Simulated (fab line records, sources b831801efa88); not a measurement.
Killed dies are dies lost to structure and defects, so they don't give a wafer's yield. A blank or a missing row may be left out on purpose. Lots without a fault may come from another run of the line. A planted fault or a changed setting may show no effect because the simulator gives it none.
fab line records | flow sfq_line
record lots=15 wafers=44 last_day=86
route steps=325 shown I5@228 C5@248
lots that met no fault: from a run of the same line without faults
start_h: hours from the record's first day to the start of the lot's first wafer shown | wait_h: hours since the lot's step before | " the same as in the row above | L1.1+2: a row that stands for several wafers | - no value, or no start given | * or withheld: withheld | < > ~ a bound
route shown NAME@n: a module of which the file shows steps, and the number in the route of the first | usual: mean/standard deviation of fault-free wafers | same: alike in all rows | chamber/n: place in a boat | sites: the reading at each site | _std_site: their standard deviation | _edge_site: outer sites' mean less inner sites' | radius_mm: how far each site lies from the wafer's centre | mask NAME#n: copy n | behind: the tool/chamber that last shaped the wafer | hold: why the lot was held/for how many hours/how that ended | device: the transistor (n, p or np) that didn't switch | end of line: the same wafers' tests at the end of the route | a step without rows: its recipe alone | killed: dies lost to structure and defects at the first sort, not the wafer's yield | map: a wafer's dies, x killed, . not, _ none there
set.NAME: the setting as run; set.NAME@STEP: as run at that earlier step | model.NAME: the simulator's own value behind a step, which no gauge read
steps of the route over a sample of lots; a table a step, a row a wafer
services: from which hour (start_h, from the record's first day; less than 0 if before it) a tool's chamber was out of use, for how many hours, and why
## steps
# step SFQ_TRILAYER_A5C_DEP_PECVD_142
# recipe material=SiO2 temp_c=150 time_s=15.556 pressure_torr=2.4 rf_w=183.3 precursor=SiH4/N2O target_thk_nm=70
# usual heater_power_w=86/16 throttle_valve_pct=24.5/0.77
# columns lot.wafer tool chamber start_h wait_h heater_power_w throttle_valve_pct
L152.1 pecvd-02 1 1369.13 0.0 90 24.8
L152.2 " 2 " " 110 24.4
L152.3 " 0 " " 69 25.4
L153.2 pecvd-02 2 1375.13 0.0 110 24.5
L153.4 " 2 " " 109 24.5
L153.6 " 1 " " 85 24.7
L154.1 pecvd-02 1 1380.86 0.0 84 24.7
L154.2 " 2 " " 111 24.6
L154.4 " 0 " " 75 25.6
L155.1 pecvd-02 0 1384.47 0.0 67 25.6
L155.3 " 1 " " 80 24.8
L155.6 " 2 " " 112 24.6
L156.1 pecvd-04 1 1385.66 0.0 82 24.7
L156.2 " 0 " " 96 22.9
L156.5 " 0 " " 97 22.9
L157.3 pecvd-02 1 1394.77 0.0 81 24.7
L157.5 " 2 " " 107 24.5
L165.2 pecvd-04 0 1464.83 0.0 97 23.2
L165.3 " 0 " " 98 23.2
L165.5 " 1 " " 80 24.5
L166.3 pecvd-04 0 1470.72 0.0 106 22.9
L166.4 " 1 " " 69 24.6
L166.6 " 0 " " 105 23.3
L168.2 pecvd-02 2 1473.71 0.0 112 24.6
L168.3 " 0 " " 76 25.5
L168.5 " 0 " " 74 25.2
L169.2 pecvd-04 1 1476.96 0.0 70 24.8
L169.4 " 1 " " 73 24.9
L169.6 " 0 " " 103 23.0
L171.3 pecvd-02 2 1484.16 0.0 105 24.4
L171.4 " 1 " " 96 24.6
L171.6 " 0 " " 67 25.4
L172.1 pecvd-02 1 1491.36 0.0 95 24.7
L172.2 " 0 " " 77 25.4
L172.5 " 2 " " 102 24.4
L173.1 pecvd-02 1 1496.17 0.0 86 24.7
L173.2 " 2 " " 108 24.2
L173.3 " 0 " " 68 25.7
L174.2 pecvd-04 1 1497.53 0.0 65 24.8
L174.4 " 0 " " 90 23.2
L174.5 " 2 " " 78 23.7
L175.2 pecvd-04 0 1528.37 0.0 99 23.3
L175.3 " 2 " " 87 23.6
L175.6 " 1 " " 72 24.5
# step SFQ_TRILAYER_C5_ETCH_VIA_ETCH_154
# recipe target=SiO2 mask_material=PR chemistry=CHF3 target_depth_nm=84 source_w=500 bias_w=80 pressure_mtorr=30 time_s=withheld stop_on=Nb
# usual bias_w=79.99/0.24 drypump_motor_current_A=5.5/0.33 oes_product_au=0.894/0.0084
# columns lot.wafer tool chamber start_h wait_h bias_w drypump_motor_current_A oes_product_au
L152.1 rie_diel-01 3 1500.10 0.0 80.04 5.7 0.891
L152.2 " 1 " " 79.78 5.6 0.888
L152.3 " 2 " " 80.18 5.4 0.894
L153.2 rie_diel-03 2 1502.50 0.0 80.13 6.1 0.896
L153.4 " 1 " " 80.22 4.8 0.898
L153.6 " 2 " " 79.78 6.1 0.906
L154.1 rie_diel-03 1 1507.59 0.0 79.90 4.8 0.902
L154.2 " 0 " " 80.06 5.8 0.954
L154.4 " 2 " " 80.24 6.1 0.906
L155.1 rie_diel-03 2 1511.55 0.0 79.92 6.1 0.904
L155.3 " 3 " " 79.84 5.1 0.974
L155.6 " 1 " " 79.61 4.8 0.888
L156.1 rie_diel-02 1 1513.95 0.0 79.69 5.8 0.887
L156.2 " 2 " " 80.37 5.6 0.889
L156.5 " 0 " " 80.39 5.5 0.881
L157.3 rie_diel-03 2 1519.30 0.0 80.13 6.1 0.970
L157.5 " 1 " " 80.49 4.8 0.898
L165.2 rie_diel-01 2 1578.49 0.0 80.15 5.4 0.878
L165.3 " 1 " " 80.03 5.6 0.876
L165.5 " 0 " " 79.72 5.1 0.891
L166.3 rie_diel-03 2 1581.02 0.0 80.06 6.1 0.886
L166.4 " 1 " " 79.41 4.8 0.900
L166.6 " 3 " " 79.82 5.1 0.896
L168.2 rie_diel-01 0 1593.71 0.0 80.16 5.1 0.892
L168.3 " 3 " " 79.85 5.6 0.893
L168.5 " 0 " " 80.10 5.1 0.897
L169.2 rie_diel-02 3 1594.91 0.0 80.12 5.8 0.893
L169.4 " 1 " " 79.81 5.8 0.897
L169.6 " 1 " " 79.99 5.8 0.878
L171.3 rie_diel-02 1 1597.31 0.0 79.87 5.8 0.899
L171.4 " 3 " " 79.79 5.8 0.907
L171.6 " 3 " " 79.98 5.8 0.909
L172.1 rie_diel-02 2 1603.24 0.0 80.22 5.5 0.888
L172.2 " 0 " " 79.93 5.5 0.886
L172.5 " 3 " " 79.55 5.8 0.903
L173.1 rie_diel-02 0 1608.04 0.0 80.11 5.4 0.894
L173.2 " 3 " " 79.93 5.8 0.898
L173.3 " 2 " " 80.21 5.5 0.886
L174.2 rie_diel-02 1 1611.64 0.0 79.94 5.8 0.880
L174.4 " 2 " " 79.96 5.5 0.885
L174.5 " 3 " " 79.68 5.8 0.886
L175.2 rie_diel-01 1 1614.79 0.0 79.96 5.6 0.877
L175.3 " 3 " " 80.11 5.6 0.892
L175.6 " 1 " " 80.18 5.5 0.896
## services
# columns tool chamber start_h hours kind
pecvd-04 - 1362.02 1.9 repair
pecvd-04 2 1379.17 8.1 repair
rie_diel-02 3 1389.67 40.2 repair
rie_diel-03 0 1400.16 2.2 repair
pecvd-04 1 1405.56 9.6 repair
rie_diel-01 - 1407.52 1.5 repair
pecvd-04 2 1414.51 9.4 repair
pecvd-04 0 1414.66 27.0 repair
rie_diel-02 0 1424.11 1.8 repair
rie_diel-02 2 1425.53 10.5 repair
rie_diel-03 3 1443.35 4.9 repair
pecvd-02 - 1447.58 0.8 repair
rie_diel-01 1 1449.90 15.4 repair
pecvd-04 2 1461.98 11.2 repair
rie_diel-02 3 1473.28 2.9 repair
rie_diel-03 3 1477.18 17.9 repair
pecvd-02 - 1489.51 1.6 repair
rie_diel-01 - 1496.27 0.6 repair
rie_diel-01 - 1517.92 2.8 pm
pecvd-02 - 1520.35 2.3 repair
pecvd-02 1 1553.67 22.2 repair
rie_diel-03 1 1560.58 4.5 repair
pecvd-04 0 1583.96 8.9 repair
pecvd-02 - 1600.75 1.0 repair
## key
first_sign step=SFQ_TRILAYER_C5_ETCH_VIA_ETCH_154 reading=oes_product_au direction=up sigmas=8.6 usual=0.894 struck=0.966
effect none on later readings
met_at SFQ_TRILAYER_A5C_DEP_PECVD_142
struck_lots L154,L155,L157
struck_wafers L154.2,L155.3,L157.3
onset_between 1375.13 1380.86
fault kind=process_parameter_drift tool=pecvd-02 chamber=- onset_h=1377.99 steps=SFQ_TRILAYER_A5C_DEP_PECVD_142 channel=time_s offset=* shape=step end_h=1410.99 scope=struck_wafers_only acts_in=* stated=*
